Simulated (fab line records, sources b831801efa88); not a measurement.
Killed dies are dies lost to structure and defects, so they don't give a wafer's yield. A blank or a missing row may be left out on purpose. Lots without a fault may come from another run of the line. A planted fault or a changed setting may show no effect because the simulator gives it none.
fab line records | flow sky130
record lots=10 wafers=30 last_day=51
route steps=708 shown METAL3@534 CAPM@549 VIA3@574 PAD_OPEN@708
lots that met no fault: from a run of the same line without faults
start_h: hours from the record's first day to the start of the lot's first wafer shown | wait_h: hours since the lot's step before | " the same as in the row above | L1.1+2: a row that stands for several wafers | - no value, or no start given | * or withheld: withheld | < > ~ a bound
route shown NAME@n: a module of which the file shows steps, and the number in the route of the first | usual: mean/standard deviation of fault-free wafers | same: alike in all rows | chamber/n: place in a boat | sites: the reading at each site | _std_site: their standard deviation | _edge_site: outer sites' mean less inner sites' | radius_mm: how far each site lies from the wafer's centre | mask NAME#n: copy n | behind: the tool/chamber that last shaped the wafer | hold: why the lot was held/for how many hours/how that ended | device: the transistor (n, p or np) that didn't switch | end of line: the same wafers' tests at the end of the route | a step without rows: its recipe alone | killed: dies lost to structure and defects at the first sort, not the wafer's yield | map: a wafer's dies, x killed, . not, _ none there
set.NAME: the setting as run; set.NAME@STEP: as run at that earlier step | model.NAME: the simulator's own value behind a step, which no gauge read
steps of the route over a sample of lots; a table a step, a row a wafer
services: from which hour (start_h, from the record's first day; less than 0 if before it) a tool's chamber was out of use, for how many hours, and why
## steps
# step SKY_METAL3_SPUTTER_02
# recipe material=AlCu target_thk_nm=735 power_w=10600 time_s=39.1 chamber_pressure_pa=0.4
# usual throttle_valve_pct=29.9/0.72
# columns lot.wafer tool chamber start_h wait_h throttle_valve_pct
L543.2 pvd_sputter-03 - 903.28 0.0 29.6
L543.5 " - " " 29.0
L543.6 " - " " 30.6
L545.1 pvd_sputter-01 - 907.17 0.0 29.8
L545.4 " - " " 29.9
L545.5 " - " " 29.9
L547.3 pvd_sputter-01 - 926.57 0.0 30.7
L547.4 " - " " 28.2
L547.6 " - " " 30.8
L548.1 pvd_sputter-03 - 931.76 0.0 30.4
L548.4 " - " " 30.2
L548.6 " - " " 29.4
L550.1 pvd_sputter-03 - 947.51 0.0 30.7
L550.2 " - " " 30.3
L550.6 " - " " 30.6
L553.4 pvd_sputter-04 - 973.86 0.0 31.5
L553.5 " - " " 30.8
L553.6 " - " " 30.2
L557.3 pvd_sputter-03 - 990.91 0.0 29.8
L557.4 " - " " 29.2
L557.5 " - " " 29.3
L558.2 pvd_sputter-03 - 994.92 0.0 30.5
L558.3 " - " " 29.9
L558.5 " - " " 30.2
L559.1 pvd_sputter-03 - 1005.19 0.0 29.7
L559.2 " - " " 30.4
L559.6 " - " " 30.5
L564.1 pvd_sputter-04 - 1026.51 0.0 30.6
L564.2 " - " " 31.5
L564.4 " - " " 29.3
# step SKY_CAPM_OVL_MEAS_12
# usual CAPM_OVL=-1.2/1.7
# columns lot.wafer tool chamber start_h wait_h CAPM_OVL[nm]
L543.2 overlay-02 - 928.89 0.1 -1.4
L543.5 " - " " -0.4
L543.6 " - " " 0.2
L545.1 overlay-02 - 932.48 0.1 -3.1
L545.4 " - " " -2.0
L545.5 " - " " -2.0
L547.3 overlay-02 - 952.05 0.1 -3.5
L547.4 " - " " -3.3
L547.6 " - " " -2.4
L548.1 overlay-02 - 956.43 0.1 -3.9
L548.4 " - " " -1.9
L548.6 " - " " -2.8
L550.1 overlay-01 - 971.37 0.1 -0.1
L550.2 " - " " 0.1
L550.6 " - " " -1.2
L553.4 overlay-02 - 996.74 0.1 -1.7
L553.5 " - " " -1.5
L553.6 " - " " -2.8
L557.3 overlay-02 - 1013.15 0.1 -0.8
L557.4 " - " " -1.1
L557.5 " - " " -1.1
L558.2 overlay-01 - 1016.78 0.1 0.4
L558.3 " - " " -0.4
L558.5 " - " " 0.5
L559.1 overlay-01 - 1025.37 0.1 -1.8
L559.2 " - " " -0.9
L559.6 " - " " -1.1
L564.1 overlay-01 - 1045.14 0.1 0.1
L564.2 " - " " 1.4
L564.4 " - " " -1.3
# step SKY_METAL3_ETCH_16
# recipe chemistry=N2/H2 target=BARC ion_energy_ev=200 bias_w=100 pressure_mtorr=30 n2_flow_sccm=100 h2_flow_sccm=200 icp_w=500 stop_on=SiO2 time_s=88.2 target_depth_a=600
# usual drypump_motor_current_A=5.5/0.57 oes_product_au=0.625/0.0048 throttle_valve_pct=13.205/0.0094
# columns lot.wafer tool chamber start_h wait_h drypump_motor_current_A oes_product_au rf_hours_counter_h throttle_valve_pct
L543.2 rie_metal-02 0 954.96 0.0 4.9 0.631 2 13.211
L543.5 " 0 " " 4.9 0.629 - 13.209
L543.6 " 1 " " 6.1 0.621 - 13.194
L545.1 rie_metal-02 0 958.61 0.0 5.0 0.626 3 13.206
L545.4 " 0 " " 5.0 0.619 - 13.216
L545.5 " 0 " " 4.9 0.637 - 13.211
L547.3 rie_metal-04 0 977.76 0.0 5.2 0.632 - 13.213
L547.4 " 1 " " 5.8 0.633 - 13.189
L547.6 " 0 " " 5.2 0.629 - 13.192
L548.1 rie_metal-02 0 981.31 0.0 5.0 0.627 4 13.210
L548.4 " 0 " " 5.0 0.621 - 13.191
L548.6 " 0 " " 5.0 0.617 - 13.190
L550.1 rie_metal-04 0 995.70 0.0 5.2 0.627 8 13.221
L550.2 " 1 " " 5.8 0.632 6 13.214
L550.6 " 0 " " 5.2 0.627 - 13.197
L553.4 rie_metal-04 1 1018.65 0.0 5.8 0.628 - 13.203
L553.5 " 1 " " 5.8 0.622 - 13.206
L553.6 " 0 " " 5.2 0.618 - 13.198
L557.3 rie_metal-02 0 1033.38 0.0 4.9 0.622 - 13.201
L557.4 " 1 " " 6.1 0.624 - 13.205
L557.5 " 0 " " 4.9 0.626 - 13.223
L558.2 rie_metal-04 0 1036.77 0.0 5.2 0.630 11 13.205
L558.3 " 0 " " 5.2 0.625 - 13.216
L558.5 " 0 " " 5.2 0.632 - 13.219
L559.1 rie_metal-04 1 1045.02 0.0 5.8 0.616 9 13.209
L559.2 " 0 " " 5.2 0.625 11 13.213
L559.6 " 1 " " 5.8 0.615 - 13.223
L564.1 rie_metal-01 1 1069.31 0.0 4.7 0.627 7 13.215
L564.2 " 0 " " 6.4 0.631 20 13.192
L564.4 " 1 " " 4.7 0.626 - 13.208
# step SKY_METAL3_METAL_ETCH_18
# recipe target_depth_a=8450 stop_on=SiO2 over_etch_frac=0.3 time_s=183.1 chemistry=Cl2/BCl3 resist_sidewall_deg=88 pressure_mtorr=10 icp_w=900 bias_w=48.5 Cl2_flow_sccm=60 bcl3_flow_sccm=30
# usual drypump_motor_current_A=5.5/0.59 oes_product_au=0.864/0.0067 throttle_valve_pct=22.263/0.0089
# columns lot.wafer tool chamber start_h wait_h drypump_motor_current_A oes_product_au rf_hours_counter_h throttle_valve_pct
L543.2 rie_metal-04 1 955.08 0.0 5.8 0.877 4 22.264
L543.5 " 1 " " 5.8 0.856 - 22.268
L543.6 " 0 " " 5.2 0.867 - 22.258
L545.1 rie_metal-04 1 958.73 0.0 5.8 0.876 4 22.261
L545.4 " 1 " " 5.8 0.866 - 22.266
L545.5 " 1 " " 5.8 0.878 - 22.258
L547.3 rie_metal-01 1 977.90 0.1 4.7 0.862 - 22.265
L547.4 " 0 " " 6.3 0.856 - 22.257
L547.6 " 0 " " 6.3 0.867 - 22.260
L548.1 rie_metal-04 1 981.43 0.0 5.8 0.855 5 22.260
L548.4 " 0 " " 5.2 0.850 - 22.243
L548.6 " 1 " " 5.8 0.862 - 22.250
L550.1 rie_metal-02 0 995.81 0.0 4.9 0.870 5 22.260
L550.2 " 1 " " 6.1 0.858 3 22.269
L550.6 " 0 " " 4.9 0.856 - 22.255
L553.4 rie_metal-01 0 1018.79 0.1 6.3 0.863 - 22.272
L553.5 " 0 " " 6.3 0.866 - 22.265
L553.6 " 1 " " 4.7 0.870 - 22.257
L557.3 rie_metal-04 1 1033.52 0.1 5.8 0.868 - 22.252
L557.4 " 0 " " 5.2 0.642 - 22.262
L557.5 " 1 " " 5.8 0.865 - 22.262
L558.2 rie_metal-01 0 1036.89 0.0 6.4 0.645 18 22.279
L558.3 " 1 " " 4.7 0.875 - 22.266
L558.5 " 0 " " 6.3 0.861 - 22.267
L559.1 rie_metal-02 1 1045.14 0.0 6.1 0.865 7 22.261
L559.2 " 0 " " 4.9 0.645 9 22.256
L559.6 " 0 " " 5.0 0.646 - 22.249
L564.1 rie_metal-02 1 1069.43 0.0 6.1 0.866 8 22.262
L564.2 " 0 " " 5.0 0.866 10 22.259
L564.4 " 1 " " 6.1 0.865 - 22.262
# step SKY_VIA3_THK_MEAS_01
# recipe reads=SiO2_of_VIA3_HDPCVD_00
# usual VIA3_HDPCVD_THK=1633/19
# columns lot.wafer tool chamber start_h wait_h VIA3_HDPCVD_THK[nm]
L543.2 film_metro-02 - 956.08 0.1 1689
L543.5 " - " " 1676
L543.6 " - " " 1659
L545.1 film_metro-02 - 959.67 0.1 1633
L545.4 " - " " 1682
L545.5 " - " " 1650
L547.3 film_metro-02 - 978.96 0.1 1648
L547.4 " - " " 1674
L547.6 " - " " 1652
L548.1 film_metro-03 - 982.46 0.1 1610
L548.4 " - " " 1622
L548.6 " - " " 1630
L550.1 film_metro-03 - 996.75 0.1 1634
L550.2 " - " " 1658
L550.6 " - " " 1659
L553.4 film_metro-02 - 1019.74 0.0 1629
L553.5 " - " " 1598
L553.6 " - " " 1614
L557.3 film_metro-01 - 1034.42 0.1 1621
L557.4 " - " " 1645
L557.5 " - " " 1632
L558.2 film_metro-01 - 1037.84 0.1 1617
L558.3 " - " " 1613
L558.5 " - " " 1596
L559.1 film_metro-01 - 1046.09 0.1 1626
L559.2 " - " " 1651
L559.6 " - " " 1633
L564.1 film_metro-02 - 1070.38 0.1 1633
L564.2 " - " " 1656
L564.4 " - " " 1645
# step SKY_VIA3_BOW_MEAS_03
# recipe mode=bow
# usual VIA3_BOW=80/7.5
# columns lot.wafer tool chamber start_h wait_h hold VIA3_BOW[um]
L543.2 film_metro-01 - 956.45 0.1 - 57
L543.5 " - " " - 75
L543.6 " - " " - 70
L545.1 film_metro-01 - 960.03 0.2 - 86
L545.4 " - " " - 74
L545.5 " - " " - 74
L547.3 film_metro-01 - 979.34 0.1 - 82
L547.4 " - " " - 83
L547.6 " - " " - 90
L548.1 film_metro-02 - 982.82 0.2 - 77
L548.4 " - " " - 75
L548.6 " - " " - 65
L550.1 film_metro-02 - 997.11 0.1 - 77
L550.2 " - " " - 82
L550.6 " - " " - 85
L553.4 film_metro-02 - 1020.13 0.3 - 81
L553.5 " - " " - 81
L553.6 " - " " - 95
L557.3 film_metro-01 - 1034.80 0.1 await_dispo/0.2h/release 83
L557.4 " - " " await_dispo/0.2h/release 106
L557.5 " - " " await_dispo/0.2h/release 88
L557.3 film_metro-01 - 1035.19 0.4 - -
L557.4 " - " " - -
L557.5 " - " " - -
L558.2 film_metro-02 - 1038.21 0.2 await_dispo/0.2h/release 107
L558.3 " - " " await_dispo/0.2h/release 85
L558.5 " - " " await_dispo/0.2h/release 82
L558.2 film_metro-02 - 1038.49 0.3 - -
L558.3 " - " " - -
L558.5 " - " " - -
L559.1 film_metro-01 - 1046.45 0.2 - 87
L559.2 " - " " - 101
L559.6 " - " " - 90
L564.1 film_metro-03 - 1070.74 0.2 - 79
L564.2 " - " " - 94
L564.4 " - " " - 91
# step SKY_VIA3_DEHYDRATE_04
# recipe temp_c=200 time_s=60
# usual exhaust_pa=45.0/0.77
# columns lot.wafer tool chamber start_h wait_h hold exhaust_pa
L543.2 litho_track-01 0 967.83 11.4 - 44.9
L543.5 " 0 " " - 44.0
L543.6 " 0 " " - 44.5
L545.1 litho_track-02 0 971.97 11.9 - 46.2
L545.4 " 0 " " - 45.0
L545.5 " 0 " " - 45.9
L547.3 litho_track-01 0 989.86 10.5 - 43.6
L547.4 " 0 " " - 43.7
L547.6 " 0 " " - 43.2
L548.1 litho_track-01 0 993.56 10.7 - 44.5
L548.4 " 0 " " - 44.3
L548.6 " 0 " " - 45.5
L550.1 litho_track-03 0 1007.19 10.1 - 46.9
L550.2 " 0 " " - 45.7
L550.6 " 0 " " - 45.3
L553.4 litho_track-01 0 1029.08 8.9 - 44.9
L553.5 " 0 " " - 44.5
L553.6 " 0 " " - 44.4
L557.3 litho_track-01 0 1043.61 8.4 await_dispo/3.7h/release 45.2
L557.4 " 0 " " await_dispo/3.7h/release 45.4
L557.5 " 0 " " await_dispo/3.7h/release 44.2
L558.2 litho_track-03 0 1046.86 8.3 await_dispo/2.2h/release 45.8
L558.3 " 0 " " await_dispo/2.2h/release 45.4
L558.5 " 0 " " await_dispo/2.2h/release 45.5
L559.1 litho_track-03 0 1059.09 12.6 - 45.0
L559.2 " 0 " " - 43.8
L559.6 " 0 " " - 43.8
L564.1 litho_track-02 0 1081.77 11.0 - 45.6
L564.2 " 0 " " - 45.9
L564.4 " 0 " " - 45.7
# step SKY_PAD_OPEN_PROBE_99
# usual defect_limited_yield=82.1/2 killed_at_M0_to_M3=43/6.4 killed_at_M4_up=3.2/1.8 killed_at_contacts=25/5.5 killed_at_front_end=16/5.2 killed_at_other=0.3/0.49 killed_dies=88/10 killed_open=48/7 killed_short=40/7.1 sort_bin_3_pad_short=0.9/0.42 sort_bin_5_function=10.5/1.6 sort_bin_6_memory=6.5/1.2 sort_n_pass=404/10 sort_yield_pct=82.1/2
# same gross_dies=492 killed_at_back_side=0 sort_bin_4_leakage[%]=0 sort_bin_8_speed[%]=0
# columns lot.wafer tool chamber start_h wait_h defect_limited_yield[%] killed_at_M0_to_M3 killed_at_M4_up killed_at_contacts killed_at_front_end killed_at_other killed_dies killed_open killed_short sort_bin_3_pad_short[%] sort_bin_5_function[%] sort_bin_6_memory[%] sort_n_pass sort_yield_pct[%]
L553.4 prober-01 - 1171.79 0.2 78.3 48 3 32 24 0 107 51 56 1.2 13.4 7.1 385 78.3
L553.5 prober-01 - 1171.84 0.2 82.1 41 6 29 12 0 88 49 39 1.0 11.0 5.9 404 82.1
L553.6 prober-01 - 1171.89 0.2 82.9 40 1 29 13 1 84 46 38 0.6 8.7 7.7 408 82.9
L557.3 prober-02 - 1185.67 0.2 81.3 49 5 18 19 1 92 43 49 0.8 10.4 7.5 400 81.3
L557.4 prober-02 - 1185.72 0.2 86.0 40 6 13 10 0 69 34 35 0.8 6.5 6.7 423 86.0
L557.5 prober-02 - 1185.77 0.2 81.9 51 3 19 15 1 89 39 50 0.8 10.4 6.9 403 81.9
L558.2 prober-01 - 1188.40 0.1 81.1 49 6 15 23 0 93 51 42 1.0 9.6 8.3 399 81.1
L558.3 prober-01 - 1188.45 0.2 81.5 39 4 24 24 0 91 49 42 1.2 11.8 5.5 401 81.5
L558.5 prober-01 - 1188.55 0.2 80.1 49 3 26 20 0 98 59 39 1.0 11.6 7.3 394 80.1
L559.1 prober-02 - 1195.62 0.1 80.7 38 2 28 27 0 95 56 39 0.8 11.2 7.3 397 80.7
L559.2 prober-02 - 1195.67 0.1 79.5 57 1 26 17 0 101 51 50 1.0 10.6 8.9 391 79.5
L559.6 prober-02 - 1195.87 0.2 84.8 29 2 32 12 0 75 41 34 0.6 7.9 6.7 417 84.8
L564.1 prober-01 - 1211.91 0.1 80.5 42 4 32 18 0 96 55 41 0.6 13.2 5.7 396 80.5
L564.2 prober-01 - 1211.96 0.1 76.4 45 6 32 32 1 116 50 66 1.6 14.2 7.7 376 76.4
L564.4 prober-01 - 1212.06 0.2 79.7 51 5 29 15 0 100 60 40 0.8 14.2 5.3 392 79.7
# killed by level:class
L553.4 CONTACT:geometric_particle:open=11 LI_CONTACT:geometric_particle:open=9 CONTACT:geometric_particle:short=8 METAL1:geometric_particle:short=7 POLY_GATE:geometric_particle:short=6 VIA1:geometric_particle:open=6 VIA2:geometric_particle:open=6 FIELD_ISO:geometric_particle:short=5
L553.5 CONTACT:geometric_particle:open=13 VIA1:geometric_particle:open=12 LI_CONTACT:geometric_particle:open=7 CONTACT:geometric_particle:short=6 METAL1:geometric_particle:short=5 VIA1:geometric_particle:short=5 FIELD_ISO:geometric_particle:short=4 METAL2:geometric_particle:short=4
L553.6 CONTACT:geometric_particle:open=11 LI_CONTACT:geometric_particle:open=9 VIA1:geometric_particle:open=8 METAL1:geometric_particle:short=7 CONTACT:geometric_particle:short=7 VIA2:geometric_particle:open=6 METAL2:geometric_particle:short=4 VIA3:geometric_particle:short=4
L557.3 VIA1:geometric_particle:open=8 VIA2:geometric_particle:open=8 CONTACT:geometric_particle:open=6 METAL1:geometric_particle:short=6 FIELD_ISO:geometric_particle:short=5 VIA2:geometric_particle:short=5 METAL2:geometric_particle:short=5 VIA3:geometric_particle:open=5
L557.4 CONTACT:geometric_particle:open=6 METAL1:geometric_particle:short=5 VIA1:geometric_particle:short=5 METAL2:geometric_particle:short=4 VIA2:geometric_particle:open=4 METAL3:geometric_particle:short=4 FIELD_ISO:geometric_particle:open=3 METAL4:geometric_particle:short=3
L557.5 VIA2:geometric_particle:open=9 METAL1:geometric_particle:short=7 VIA1:geometric_particle:open=7 METAL2:geometric_particle:short=7 LOCAL_INTERCONNECT:geometric_particle:short=6 VIA3:geometric_particle:open=6 FIELD_ISO:geometric_particle:short=5 CONTACT:geometric_particle:open=5
L558.2 VIA2:geometric_particle:open=10 VIA1:geometric_particle:open=9 METAL1:geometric_particle:short=9 FIELD_ISO:geometric_particle:open=8 POLY_GATE:geometric_particle:open=5 LI_CONTACT:geometric_particle:open=5 METAL3:geometric_particle:short=5 CONTACT:geometric_particle:open=4
L558.3 VIA1:geometric_particle:open=11 LI_CONTACT:geometric_particle:open=6 CONTACT:geometric_particle:open=6 FIELD_ISO:geometric_particle:short=5 FIELD_ISO:geometric_particle:open=5 POLY_GATE:geometric_particle:short=5 METAL1:geometric_particle:short=5 LOCAL_INTERCONNECT:geometric_particle:short=5
L558.5 VIA1:geometric_particle:open=14 LI_CONTACT:geometric_particle:open=12 METAL1:geometric_particle:short=10 CONTACT:geometric_particle:open=7 FIELD_ISO:geometric_particle:short=5 POLY_GATE:geometric_particle:open=5 VIA2:geometric_particle:open=5 FIELD_ISO:geometric_particle:open=4
L559.1 VIA1:geometric_particle:open=15 CONTACT:geometric_particle:short=10 FIELD_ISO:geometric_particle:open=7 POLY_GATE:geometric_particle:open=7 CONTACT:geometric_particle:open=7 VIA2:geometric_particle:open=7 LI_CONTACT:geometric_particle:open=6 FIELD_ISO:geometric_particle:short=5
L559.2 VIA1:geometric_particle:open=13 VIA3:geometric_particle:open=10 METAL2:geometric_particle:short=10 VIA2:geometric_particle:open=9 LI_CONTACT:geometric_particle:short=6 CONTACT:geometric_particle:open=6 LI_CONTACT:geometric_particle:open=5 CONTACT:geometric_particle:short=5
L559.6 CONTACT:geometric_particle:open=15 VIA1:geometric_particle:open=7 LI_CONTACT:geometric_particle:open=6 CONTACT:geometric_particle:short=6 METAL3:geometric_particle:short=6 FIELD_ISO:geometric_particle:short=3 METAL2:geometric_particle:short=3 VIA2:geometric_particle:open=3
L564.1 VIA1:geometric_particle:open=10 LI_CONTACT:geometric_particle:open=9 CONTACT:geometric_particle:open=9 CONTACT:geometric_particle:short=9 VIA2:geometric_particle:open=8 FIELD_ISO:geometric_particle:open=7 FIELD_ISO:geometric_particle:short=6 METAL2:geometric_particle:short=6
L564.2 FIELD_ISO:geometric_particle:short=13 LI_CONTACT:geometric_particle:open=12 METAL2:geometric_particle:short=9 VIA1:geometric_particle:open=9 POLY_GATE:geometric_particle:short=8 FIELD_ISO:geometric_particle:open=6 CONTACT:geometric_particle:short=6 CONTACT:geometric_particle:open=6
L564.4 CONTACT:geometric_particle:open=16 VIA1:geometric_particle:open=14 VIA2:geometric_particle:open=8 METAL2:geometric_particle:short=7 CONTACT:geometric_particle:short=6 VIA3:geometric_particle:open=6 VIA2:geometric_particle:short=5 POLY_GATE:geometric_particle:short=4
## services
# columns tool chamber start_h hours kind
rie_metal-02 0 883.91 3.9 repair
pvd_sputter-04 - 883.97 4.0 repair
rie_metal-02 0 895.10 - clean
rie_metal-02 0 895.10 19.6 scheduled_down
rie_metal-02 0 895.10 19.6 vent_cycle
rie_metal-01 1 903.30 10.6 repair
rie_metal-01 1 917.79 - clean
pvd_sputter-03 - 922.83 1.7 repair
rie_metal-02 1 932.80 - clean
rie_metal-02 1 932.80 16.8 scheduled_down
rie_metal-02 1 932.80 16.8 vent_cycle
rie_metal-04 - 944.86 0.6 repair
pvd_sputter-04 - 945.86 9.6 repair
pvd_sputter-03 - 972.80 3.2 repair
rie_metal-02 - 989.58 2.2 repair
pvd_sputter-03 3 994.12 - consumable_replace:kit
pvd_sputter-03 3 994.12 18.0 scheduled_down
pvd_sputter-03 3 994.12 18.0 vent_cycle
pvd_sputter-03 - 996.23 3.2 repair
pvd_sputter-03 - 1031.74 4.6 repair
pvd_sputter-04 - 1045.03 1.1 repair
pvd_sputter-01 - 1062.45 3.2 repair
pvd_sputter-03 - 1066.05 5.7 repair
pvd_sputter-04 - 1079.26 2.0 repair
## key
first_sign step=SKY_METAL3_METAL_ETCH_18 reading=oes_product_au direction=down sigmas=33 usual=0.864 struck=0.645
effect step=SKY_VIA3_BOW_MEAS_03 reading=VIA3_BOW direction=up sigmas=2.8 usual=80 struck=101 wafers_moved=3
met_at SKY_METAL3_SPUTTER_02
struck_lots L557,L558,L559
struck_wafers L557.4,L558.2,L559.2,L559.6
not_acting_at SKY_CAPM_OVL_MEAS_12,SKY_METAL3_ETCH_16,SKY_VIA3_THK_MEAS_01
onset_between 947.51 990.91
fault kind=process_parameter_drift tool=pvd_sputter-03 chamber=- onset_h=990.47 steps=SKY_METAL3_SPUTTER_02 channel=target_thk_nm offset=-385.37 shape=step end_h=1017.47 scope=struck_wafers_only acts_in=these_recipes_only stated=735
